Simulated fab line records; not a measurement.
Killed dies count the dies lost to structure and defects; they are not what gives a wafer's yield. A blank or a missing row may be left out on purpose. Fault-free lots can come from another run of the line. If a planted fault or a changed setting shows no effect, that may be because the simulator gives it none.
Problem report in the 8D (eight disciplines) form, filled by code + flow gf180mcu + the parts of the form that need people (team, actions taken, sign-off) are left out

== 1. WHAT IS WRONG ==
overpolishRunS at GF_V1_CMP_26 reads a mean of 0.040 s on 2 wafers of 2 lots; wafers without a fault read 15.000 s with a standard deviation of 0.0097. That is -99 or more standard deviations from the usual mean.
The step: polishes, stops on SiO2, t overpolish 15 s, target thk 0 nm.
The first sign was on wafer L843.4 at day 23 10:23, on cmp-01. Wafers with a number at this step in the record: 41, from 14 lots. Rule for "out", or "out of limits": more than 4 standard deviations from the usual mean. The other wafers with a number count as sound.

== 2. WHAT IT IS, AND WHAT IT ISN'T ==
| question                    | is                              | is not                                                                 |
|-----------------------------|---------------------------------|------------------------------------------------------------------------|
| which readings at this step | overpolishRunS, timeToEndpointS | edgeZonePressureFrac, motorCurrentA                                    |
| which lots                  | L843, L845                      | L831, L832, L833, L834, L835, L836, L837, L838, L839, L840, L841, L842 |
| which wafers of those lots  | L843.4, L845.4                  | L843.2, L843.5, L845.3                                                 |
| read on which tools         | cmp-01                          | cmp-02                                                                 |
| when                        | from day 23 10:23               | up to then (38 sound wafers); but 1 sound wafer of L845 came after     |

== 3. WHAT RULES OUT EACH SUSPECT ==
Counting: any tool at a process step up to the reading remains a suspect provided it ran every lot that is out. Sound lots after the first of them don't rule it out here, since some wafers of a struck lot are sound.
- cmp-01 at GF_V1_CMP_26 (polishes, stops on SiO2, t overpolish 15 s, target thk 0 nm): kept. It processed each lot that is out (first: L843, day 23 10:23); up to then, its last sound lot is L842 (day 22 18:46). Its own overpolishRunS, timeToEndpointS readings are out on those wafers.
The count leaves cmp-01 at GF_V1_CMP_26.

== 4. THE CAUSE (what the simulator had put in) ==
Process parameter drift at GF_V1_CMP_26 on cmp-01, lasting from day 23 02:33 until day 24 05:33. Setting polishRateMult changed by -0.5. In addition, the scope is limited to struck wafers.
After counting, this tool was the only one left.

== 5. THE CHAIN OF EFFECTS, in route order ==
Rows list readings where the struck wafers' mean (over those with a number) sits beyond 3 standard deviations from the usual. Only readings for which the record gives a usual standard deviation are gone through. hours: the time from each lot's start at the first step in this table that gives one to its start at this step, as a median over the lots. sigmas: the change in usual standard deviations.
| hours | step                    | reading              | usual    | on struck wafers | change  | sigmas      |
|-------|-------------------------|----------------------|----------|------------------|---------|-------------|
| 0     | GF_V1_CMP_26            | overpolishRunS       | 15.000 s | 0.040            | -14.960 | -99 or more |
| 0     | GF_V1_CMP_26            | timeToEndpointS      | 86 s     | 130              | +44     | +11         |
| 227   | GF_PASSIVATION_PROBE_99 | defectLimitedYield   | 90.1 %   | 0.0              | -90.1   | -64         |
| 227   | GF_PASSIVATION_PROBE_99 | killed_at_M0_to_M3   | 21       | 460              | +438    | +91         |
| 227   | GF_PASSIVATION_PROBE_99 | killedDies           | 49       | 492              | +443    | +62         |
| 227   | GF_PASSIVATION_PROBE_99 | killedOnRim          | 9        | 96               | +87     | +28         |
| 227   | GF_PASSIVATION_PROBE_99 | sort_bin_3_pad_short | 0.5 %    | 89.5             | +89.0   | +99 or more |
| 227   | GF_PASSIVATION_PROBE_99 | sortNPass            | 443      | 0                | -443    | -62         |
| 227   | GF_PASSIVATION_PROBE_99 | sortYieldPct         | 90.1 %   | 0.0              | -90.1   | -64         |
It contains these process steps:
- GF_V1_CMP_26: polishes, stops on SiO2, t overpolish 15 s, target thk 0 nm.
- GF_PASSIVATION_PROBE_99

== 6. WHAT WOULD HAVE CAUGHT IT SOONER ==
First out-of-limits reading in this record: day 23 10:23, which is 8 hours after fault onset at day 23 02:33.
